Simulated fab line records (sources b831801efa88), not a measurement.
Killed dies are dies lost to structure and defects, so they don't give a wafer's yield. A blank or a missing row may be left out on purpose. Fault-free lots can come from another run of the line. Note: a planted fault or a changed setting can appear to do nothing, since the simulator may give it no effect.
Matching of chambers    flow gf180mcu    cmp-01 running GF_V4_CMP_26: 4 sister chambers
The step polishes, stops on SiO2, t overpolish 15 s, target thk 0 nm. 15 wafers are shown with their chamber, then 7 later ones without.

## EACH WAFER AND ITS CHAMBER
wafer   chamber  motorCurrentA (A)  timeToEndpointS (s)  overpolishRunS (s)
L682.1  1        10.2               85                   14.992
L682.2  2        11.9               93                   14.985
L682.5  1        9.7                86                   15.004
L683.1  1        10.0               82                   15.000
L683.4  0        11.5               84                   15.005
L683.6  0        11.5               88                   14.993
L684.3  0        11.0               89                   14.987
L684.4  3        11.3               89                   14.989
L684.5  0        10.9               91                   15.015
L686.1  3        11.4               84                   15.002
L686.5  1        10.3               84                   14.996
L686.6  2        11.7               85                   15.010
L689.3  0        10.6               83                   15.005
L689.4  1        10.0               82                   15.019
L689.5  2        12.4               87                   15.003

SIGNATURES, as means of the wafers listed above
reading          chamber 0  chamber 1  chamber 2  chamber 3  scatter within a chamber
motorCurrentA    11.100     10.040     12.000     11.350     0.316
timeToEndpointS  87.00      83.80      88.33      86.50      3.1
overpolishRunS   15.00100   15.00220   14.99933   14.99550   0.011
Rule: for each reading, subtract the chamber's mean from the wafer's reading, divide by that reading's scatter and square the result; add these up over the readings and take the root, which gives the wafer's distance from the chamber. If the next closest chamber is less than 2 further off than the closest, the wafer can't be placed; otherwise it belongs to the closest. The scatter: take each reading less its chamber's mean, square it, sum over the shown wafers, divide by the number of wafers less the number of chambers, and take the root.

## WAFERS MISSING THEIR CHAMBER
wafer   motorCurrentA (A)  timeToEndpointS (s)  overpolishRunS (s)
L691.1  11.7               87                   15.005
L691.4  10.0               81                   15.011
L691.6  11.3               80                   14.996
L698.6  9.7                85                   15.003
L699.4  11.3               83                   15.004
L700.1  11.8               89                   14.990
L700.6  12.2               93                   14.993

## WHICH CHAMBER EACH ONE RAN IN
wafer   from the rows above           in truth
L691.1  can't be placed: 2 or 3 or 0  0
L691.4  1                             1
L691.6  can't be placed: 3 or 0 or 2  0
L698.6  1                             1
L699.4  can't be placed: 3 or 0 or 2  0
L700.1  can't be placed: 2 or 3 or 0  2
L700.6  can't be placed: 2 or 3       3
Correctly placed: 2 of 7. Not placeable from these rows: 5 (in 5, the candidates include the true chamber). Number placed wrongly: 0.
